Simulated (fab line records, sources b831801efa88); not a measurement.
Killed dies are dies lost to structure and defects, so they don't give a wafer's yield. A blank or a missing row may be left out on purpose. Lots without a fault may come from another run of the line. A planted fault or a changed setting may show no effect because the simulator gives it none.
A struck lot beside a sound one | flow sky130 | 15 steps out of a route of 708
Sound: wafers L649.4, L649.5, L649.6. Struck: wafers L641.2, L641.3, L641.4. The cause comes at the end.
At each step with rows: each side's tool, then ch and its chambers, then its first start. Under that, the readings that differ: sound wafers | struck wafers | difference of the means | sigmas: that difference in standard deviations of wafers without a fault.
alike: readings whose means differ by less than 2 such deviations, and words and numbers that are the same on both sides. not compared: withheld readings, readings that some wafer has no value for, bounds like >300 that may hide the same value, and numbers for which the record gives no deviation and whose values overlap.
The two part at a step that has a row with sigmas, a row that says differs or no value, or rows on one side only. Numbers that don't overlap but have no deviation are shown without sigmas and don't part them. A reading that every wafer of one side lacks parts them only if that side has two wafers or more.

SKY_VIA2_BOW_MEAS_03:
  sound on film_metro-02, day 40 00:43; struck on film_metro-02, day 37 11:52
  alike: VIA2_BOW
then, 8 steps without rows for these wafers: SKY_VIA2_DEHYDRATE_04 (time 60 s); SKY_VIA2_HMDS_05 (prime time 60 s); SKY_VIA2_COAT_06 (resist thk 60 nm); SKY_VIA2_COAT_07 (resist thk 450 nm); SKY_VIA2_SOFTBAKE_08 (time 90 s); SKY_VIA2_EXPOSE_09 (exposes mask VIM2, target cd 200 nm); SKY_VIA2_PEB_10; SKY_VIA2_DEVELOP_11 (develop time 60 s).
SKY_VIA2_CD_MEAS_12: target cd 200 nm.
  sound on cd_sem-02, day 41 00:40; struck on cd_sem-02, day 38 12:51
  alike: cd_nm
SKY_VIA2_OVL_MEAS_13:
  sound on overlay-01, day 41 00:44; struck on overlay-01, day 38 12:58
  alike: VIA2_OVL
SKY_VIA2_ETCH_14: etches BARC in N2/H2, stops on SiO2, time 45.9 s, target depth 60 nm.
  sound on rie_diel-01 ch 1,2,3, day 41 00:45; struck on rie_diel-03 ch 0,1,3, day 38 12:59
  alike: bias_w, chamber_pressure_mTorr, drypump_motor_current_A, oes_product_au, throttle_valve_pct
  not compared: rf_hours_counter_h
SKY_VIA2_ETCH_15: etches SiO2 in C4F8/O2/Ar, stops on TiN, target depth 546 nm, time 84 s.
  sound on rie_diel-01 ch 1,2,3, day 41 00:47; struck on rie_diel-03 ch 0,1,3, day 38 13:02
  reading    | sound          | struck         | difference | sigmas
  bias_w (W) | 1200 1203 1196 | 1251 1257 1258 | +56        | +16
  alike: chamber_pressure_mTorr, oes_product_au
  not compared: rf_hours_counter_h
SKY_VIA2_STRIP_16: strips in O2/N2.
  sound on plasma_asher-02 ch 0,1, day 41 00:53; struck on plasma_asher-02 ch 0,1, day 38 13:05
  alike: chamber_pressure_mTorr, drypump_motor_current_A, oes_product_au, strip_time_to_endpoint_s
  not compared: rf_hours_counter_h
SKY_PAD_OPEN_PROBE_99:
  the record has rows for the sound wafers here (prober-01, day 49 13:33) and none for the struck ones

WHERE THEY PART
First at SKY_VIA2_ETCH_15; last, within this record, at SKY_PAD_OPEN_PROBE_99.

WHY: what the simulator had put in
Process parameter drift: rie_diel-03, from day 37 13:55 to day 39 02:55, at SKY_VIA2_ETCH_15. Setting bias_w, moved by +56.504, from 1200. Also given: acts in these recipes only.
